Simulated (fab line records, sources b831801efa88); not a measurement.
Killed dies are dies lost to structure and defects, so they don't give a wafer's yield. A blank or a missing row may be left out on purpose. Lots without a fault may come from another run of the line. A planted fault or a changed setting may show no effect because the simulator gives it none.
Which tool did it? | flow sky130 | 7 lots, 21 wafers sampled, at 4 steps of a route of 708

WHAT THE GAUGES READ, wafer by wafer
SKY_LDD_HVP_TW_MEAS_10.
lot  | measured     | on            | LDD_HVP_TW
L218 | day 21 20:52 | film_metro-04 | 456 455 457
L220 | day 22 19:17 | film_metro-03 | 452 448 451
L223 | day 24 13:47 | film_metro-01 | 458 457 459
L230 | day 26 16:38 | film_metro-04 | 30 30 30
L233 | day 27 06:41 | film_metro-01 | 456 457 456
L235 | day 27 22:38 | film_metro-04 | 458 458 458
L240 | day 29 09:18 | film_metro-04 | 459 456 459

WHICH TOOL RAN EACH LOT (tool, then ch and the chambers of the sampled wafers, then the start)
lot  | SKY_LDD_P_STRIP_10                   | SKY_LDD_HVN_STRIP_09                 | SKY_LDD_HVP_STRIP_09
L218 | plasma_asher-03 ch 0,1, day 19 06:10 | plasma_asher-04 ch 0,1, day 20 13:12 | plasma_asher-04 ch 0,1, day 21 20:45
L220 | plasma_asher-02 ch 0,1, day 20 04:54 | plasma_asher-04 ch 0,1, day 21 11:53 | plasma_asher-04 ch 0,1, day 22 19:11
L223 | plasma_asher-02 ch 0,1, day 22 00:16 | plasma_asher-04 ch 0,1, day 23 07:23 | plasma_asher-02 ch 0,1, day 24 13:41
L230 | plasma_asher-02 ch 0,1, day 24 07:33 | plasma_asher-04 ch 0,1, day 25 12:23 | plasma_asher-02 ch 0,1, day 26 16:32
L233 | plasma_asher-03 ch 0,1, day 24 21:18 | plasma_asher-03 ch 0,1, day 26 02:29 | plasma_asher-03 ch 0,1, day 27 06:35
L235 | plasma_asher-01 ch 0,1, day 25 13:39 | plasma_asher-03 ch 0,1, day 26 17:56 | plasma_asher-03 ch 0,1, day 27 22:32
L240 | plasma_asher-01 ch 0,1, day 27 00:01 | plasma_asher-03 ch 0,1, day 28 05:29 | plasma_asher-02 ch 0,1, day 29 09:12
- SKY_LDD_P_STRIP_10: strips in O2/N2.
- SKY_LDD_HVN_STRIP_09: strips in O2/N2.
- SKY_LDD_HVP_STRIP_09: strips in O2/N2.

THE ANSWER, worked out from the rows above alone
Rule: what is usual is taken from the lots themselves. Put in order of their means at a reading, lots are off if they are a third of the lots or fewer, leave a main group of 4 or more, and stand apart from it by a gap of 3 or more times the standard deviation of the main group's means; of several such gaps the widest counts. A main group whose means are all the same, to the digits that the tables above print for the reading, isn't used. A lot without any number at a reading at which 4 lots or more have one is off too. The other lots that the step has rows for count as sound.
Off: L230, at SKY_LDD_HVP_TW_MEAS_10 (LDD_HVP_TW). The main group: mean 456, standard deviation 2.7.
A tool fits if, at a process step before that reading, it ran every lot that is off, and no sound lot after the first of them. The gauges at SKY_LDD_HVP_TW_MEAS_10 are tried like those tools. Can't be told from this: 2 tools fit, plasma_asher-02 at SKY_LDD_P_STRIP_10, plasma_asher-04 at SKY_LDD_HVN_STRIP_09.

WHAT THE SIMULATOR HAD PUT IN
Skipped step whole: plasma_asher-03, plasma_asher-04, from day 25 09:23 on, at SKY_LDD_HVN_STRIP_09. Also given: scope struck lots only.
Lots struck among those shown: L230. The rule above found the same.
